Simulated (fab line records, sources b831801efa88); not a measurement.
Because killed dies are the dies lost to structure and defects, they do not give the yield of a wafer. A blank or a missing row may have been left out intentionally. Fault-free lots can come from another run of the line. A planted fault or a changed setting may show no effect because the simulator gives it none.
Comparing a struck lot with a sound one + flow sky130 + 14 steps out of a route of 708
Sound: the wafers L543.2, L543.4, L543.5. The struck wafers were L553.1, L553.2, L553.3. The cause comes at the end.
Order at every step that has rows: each side's tool, ch and its chambers, its first start. Under that, the readings that differ: sound wafers + struck wafers + difference of the means + sigmas: that difference in standard deviations of wafers without a fault.
alike: same words and numbers on both sides, and readings whose means sit less than 2 such deviations apart. not compared: any withheld reading, any reading some wafer has no value for, any bound like >300 that may hide the same value, and any number with overlapping values for which the record gives no deviation.
Wherever a step has rows on one side only, a row that says differs or no value, or a row with sigmas, the two part there. When numbers do not overlap yet have no deviation, they are printed without sigmas and do not part them. Lack of a reading on every wafer of one side parts them only where that side has two or more wafers.

first, 4 steps without rows for these wafers: SKY_LI_CONTACT_SOFTBAKE_08 (time 90 s); SKY_LI_CONTACT_EXPOSE_09 (exposes mask LICM1, target cd 170 nm); SKY_LI_CONTACT_PEB_10; SKY_LI_CONTACT_DEVELOP_11 (develop time 60 s).
SKY_LI_CONTACT_CD_MEAS_12 targets a cd of 170 nm.
  sound: cd sem-02 at day 30 17:04; struck: cd sem-02 at day 33 17:33
  alike: cd nm
SKY_LI_CONTACT_OVL_MEAS_13:
  sound: overlay-01 at day 30 17:10; struck: overlay-01 at day 33 17:40
  alike: LI_CONTACT_OVL
SKY_LI_CONTACT_ETCH_14: etches BARC in N2/H2, stops on SiO2, time 45.9 s, target depth 60 nm.
  sound on rie diel-02 ch 1,2,3, day 30 17:11; struck on rie diel-01 ch 0,1,2, day 33 17:43
  alike: drypump motor current A, oes product au, throttle valve pct
  not compared: rf hours counter h
SKY_LI_CONTACT_ETCH_15: etches PSG in C4F8/O2/Ar, stops on Si, target depth 600 nm.
  sound on rie diel-02 ch 1,2,3, day 30 17:14; struck on rie diel-01 ch 0,1,2, day 33 17:45
  alike: oes product au
SKY_LI_CONTACT_STRIP_16: strips in O2/N2.
  sound on plasma asher-01 ch 0,1, day 30 17:19; struck on plasma asher-02 ch 0,1, day 33 17:50
  alike: drypump motor current A, oes product au, strip time to endpoint s
  not compared: rf hours counter h
then, 2 steps without rows for these wafers: SKY_LI_CONTACT_CLEAN_17 (cleans in NMP, time 600 s); SKY_LI_CONTACT_PRE_CLEAN_18 (time 5.6 s).
SKY_LI_CONTACT_SPUTTER_19: material Ti, target thk 20 nm, time 106.37 s.
  sound: pvd sputter-02 at day 30 17:37; struck: pvd sputter-03 at day 33 18:09
  alike: chamber pressure pa, throttle valve pct
SKY_LI_CONTACT_SPUTTER_20: material TiN, target thk 20 nm, time 80 s.
  sound: pvd sputter-02 at day 30 17:41; struck: pvd sputter-03 at day 33 18:14
| reading                                        | sound             | struck            | difference | sigmas      |
|------------------------------------------------|-------------------|-------------------|------------|-------------|
| chamber pressure pa (Pa)                       | 4.987 4.987 4.989 | 3.867 3.907 3.880 | -1.103     | -99 or more |
| throttle valve pct (%)                         | 30.6 30.9 31.0    | 34.1 34.4 34.6    | +3.5       | +5          |
| model.TiN_of_LI_CONTACT_SPUTTER_20.thk nm (nm) | 20.33 20.23 20.32 | 24.91 24.63 24.86 | +4.51      |             |
SKY_LI_CONTACT_CVD_21: deposits W, target thk 400 nm, time 120.56 s.
  sound on cvd w-01 ch 0,1, day 30 17:45; struck on cvd w-02 ch 0,1, day 33 18:18
  alike: heater power w

## WHERE THEY PART
At SKY_LI_CONTACT_SPUTTER_20 and nowhere else, as far as this record goes. Later steps at which nothing parts them and some readings are alike: SKY_LI_CONTACT_CVD_21.

WHY: what the simulator had put in
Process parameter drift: pvd sputter-03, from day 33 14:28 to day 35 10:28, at SKY_LI_CONTACT_SPUTTER_20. From 5, the setting chamber pressure pa moved by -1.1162. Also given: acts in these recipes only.
